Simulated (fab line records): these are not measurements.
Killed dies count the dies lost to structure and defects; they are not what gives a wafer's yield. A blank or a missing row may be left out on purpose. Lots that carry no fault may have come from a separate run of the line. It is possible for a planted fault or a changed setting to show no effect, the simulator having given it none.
Problem report, 8D (eight disciplines) form, completed by code ; flow sky130 ; the parts of the form that need people (team, actions taken, sign-off) are left out

== 1. WHAT IS WRONG ==
CAPM_CVD_00_THK at SKY_CAPM_THK_MEAS_01 reads a mean of 13.82 nm on 4 wafers of 2 lots; wafers without a fault read 15.41 nm with a standard deviation of 0.25. Measured from the usual mean, that is -6.4 standard deviations.
Seen first at day 42 04:44 on filmMetro-04, wafer L824.3. Wafers with a number at this step in the record: 33, from 11 lots. By rule, "out" or "out of limits" means more than 4 standard deviations away from the usual mean. All remaining wafers that have a number are taken as sound.

== 2. WHAT IT IS, WHAT IT ISN'T ==
question;is;is not
which readings at this step;CAPM_CVD_00_THK;-
which lots;L824, L825;L811, L813, L815, L818, L822, L823, L830, L831, L833
which wafers of those lots;L824.3, L824.4, L824.6, L825.6;L825.1, L825.5
read on which gauges;filmMetro-03, filmMetro-04;filmMetro-02
when;from day 42 04:44;"up to then (15 sound wafers); but 14 sound wafers of L823, L825, L830, L831, L833 came after"

== 3. THE SUSPECTS, EACH WITH WHAT RULES IT OUT ==
Counting: a tool at a process step up to the reading stays a suspect if it ran every lot that is out. Sound lots after the first of them don't rule it out here, since some wafers of a struck lot are sound.
- ruled out: the gauge at SKY_CAPM_THK_MEAS_01. The wafers that are out were read on 2 gauges (filmMetro-03, filmMetro-04).
- rieDiel-02 at SKY_VIA2_ETCH_15 (etches SiO2 in C4F8/O2/Ar, stops on TiN, target depth 546 nm, time 84 s): kept. Every lot that is out went through it, the first being L824 (day 42 03:12); the last sound lot it ran before that was L811 (day 38 07:30).
- cmp-02 at SKY_VIA2_CMP_24 (polishes, stops on SiO2, t overpolish 20 s, target thk 0 nm): kept. Every lot that is out went through it, the first being L824 (day 42 04:19); the last sound lot it ran before that was L818 (day 40 17:40).
- pecvd-02 at SKY_CAPM_CVD_00 (deposits SiO2, target thk 15.5 nm): kept. Every lot that is out went through it, the first being L824 (day 42 04:41); the last sound lot it ran before that was L822 (day 42 00:32).
After the count, these remain: rieDiel-02 at SKY_VIA2_ETCH_15, cmp-02 at SKY_VIA2_CMP_24 and pecvd-02 at SKY_CAPM_CVD_00.

== 4. THE CAUSE (what the simulator had put in) ==
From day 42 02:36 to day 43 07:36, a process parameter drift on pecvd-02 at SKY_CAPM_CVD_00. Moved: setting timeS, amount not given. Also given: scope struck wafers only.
Counting left 3 suspects, and this tool is among them.

== 5. SEQUENCE OF EFFECTS, ordered by route ==
Each row: a reading where the mean over the struck wafers with a number is more than 3 standard deviations away from the usual. Only readings for which the record gives a usual standard deviation are gone through. hours: the time from each lot's start at the first step in this table that gives one to its start at this step, as a median over the lots. sigmas: the change in usual standard deviations.
hours;step;reading;usual;on struck wafers;change;sigmas
0;SKY_CAPM_THK_MEAS_01;CAPM_CVD_00_THK;15.41 nm;13.82;-1.59;-6.4
49;SKY_METAL3_ETCH_17;oesProductAu;0.752 a.u.;0.713;-0.039;-5.0
Its process steps:
- SKY_METAL3_ETCH_17: etches SiO2 in C4F8/O2/Ar, stops on TiN, time 3.9 s, target depth 15 nm.

== 6. WHAT WOULD HAVE CAUGHT IT SOONER ==
2 hours passed between the start of the fault at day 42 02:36 and the first reading out of limits at a measuring or inspecting step in this record, taken at day 42 04:44.
An alarm limit of 4 standard deviations would not have fired on the tool readings at SKY_CAPM_CVD_00 for which the record gives a usual standard deviation, since none of them was out on any struck wafer.
Of the lots that are out (2), L825 began SKY_CAPM_CVD_00 on pecvd-02 after day 42 04:44. It would have been spared by a hold on the tool at that moment.
